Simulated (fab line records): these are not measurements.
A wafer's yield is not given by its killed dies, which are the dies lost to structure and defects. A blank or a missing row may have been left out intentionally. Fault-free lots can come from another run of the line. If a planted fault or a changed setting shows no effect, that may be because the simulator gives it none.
Matching of chambers | flow gf180mcu | 4 sister chambers for GF_V4_CMP_26 on cmp-01
The step polishes, stops on SiO2, t overpolish 15 s, target thk 0 nm. 16 wafers are shown with their chamber, then 8 later ones without.

WAFERS WITH THEIR CHAMBER
wafer  | chamber | motor-current-A (A) | time-to-endpoint-s (s) | slurry-filter-dp-kPa (kPa)
L161.1 | 1       | 11.9                | 85                     | 13.37
L161.2 | 0       | 10.9                | 83                     | 13.61
L161.3 | 2       | 9.0                 | 87                     | 13.75
L163.4 | 3       | 10.3                | 94                     | 13.58
L163.5 | 3       | 9.9                 | 91                     | 13.62
L163.6 | 0       | 11.0                | 84                     | 13.67
L164.3 | 1       | 11.0                | 82                     | 13.49
L164.5 | 1       | 11.4                | 82                     | 13.41
L164.6 | 2       | 8.9                 | 89                     | 13.61
L166.1 | 3       | 9.9                 | 84                     | 13.44
L166.5 | 3       | 10.2                | 84                     | 13.69
L166.6 | 2       | 9.2                 | 89                     | 13.60
L167.1 | 1       | 11.3                | 84                     | 13.55
L167.3 | 2       | 9.2                 | 84                     | 13.56
L167.6 | 2       | 9.3                 | 89                     | 13.45
L171.3 | 0       | 10.7                | 84                     | 13.50

SIGNATURES (averages over the wafers above)
reading              | chamber 0 | chamber 1 | chamber 2 | chamber 3 | scatter within a chamber
motor-current-A      | 10.867    | 11.400    | 9.120     | 10.075    | 0.242
time-to-endpoint-s   | 83.67     | 83.25     | 87.60     | 88.25     | 2.93
slurry-filter-dp-kPa | 13.5933   | 13.4550   | 13.5940   | 13.5825   | 0.0975
Rule: a wafer's distance from a chamber is the root of the sum, over the readings, of the square of ((its reading less the chamber's mean) divided by the reading's scatter). The wafer belongs to the nearest chamber; if the next one is less than 2 further off, it can't be placed. The scatter: take each reading less its chamber's mean, square it, sum over the shown wafers, divide by the number of wafers less the number of chambers, and take the root.

WAFERS WHOSE CHAMBER IS MISSING
wafer  | motor-current-A (A) | time-to-endpoint-s (s) | slurry-filter-dp-kPa (kPa)
L171.5 | 11.2                | 84                     | 13.47
L171.6 | 9.1                 | 89                     | 13.66
L174.1 | 11.1                | 80                     | 13.47
L174.2 | 10.0                | 82                     | 13.48
L174.5 | 10.5                | 80                     | 13.35
L181.1 | 11.3                | 87                     | 13.72
L181.4 | 9.0                 | 96                     | 13.65
L181.6 | 10.1                | 88                     | 13.58

CHAMBER TAKEN BY EACH
wafer  | from the rows above          | in truth
L171.5 | can't be placed: 1 or 0      | 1
L171.6 | 2                            | 2
L174.1 | can't be placed: 1 or 0      | 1
L174.2 | can't be placed: 3 or 0 or 2 | 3
L174.5 | can't be placed: 0 or 1 or 3 | 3
L181.1 | can't be placed: 0 or 1      | 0
L181.4 | 2                            | 2
L181.6 | 3                            | 3
Correctly placed: 3 of 8. These rows do not allow placing 5 (true chamber among the candidates in 5). Placed wrongly: 0.
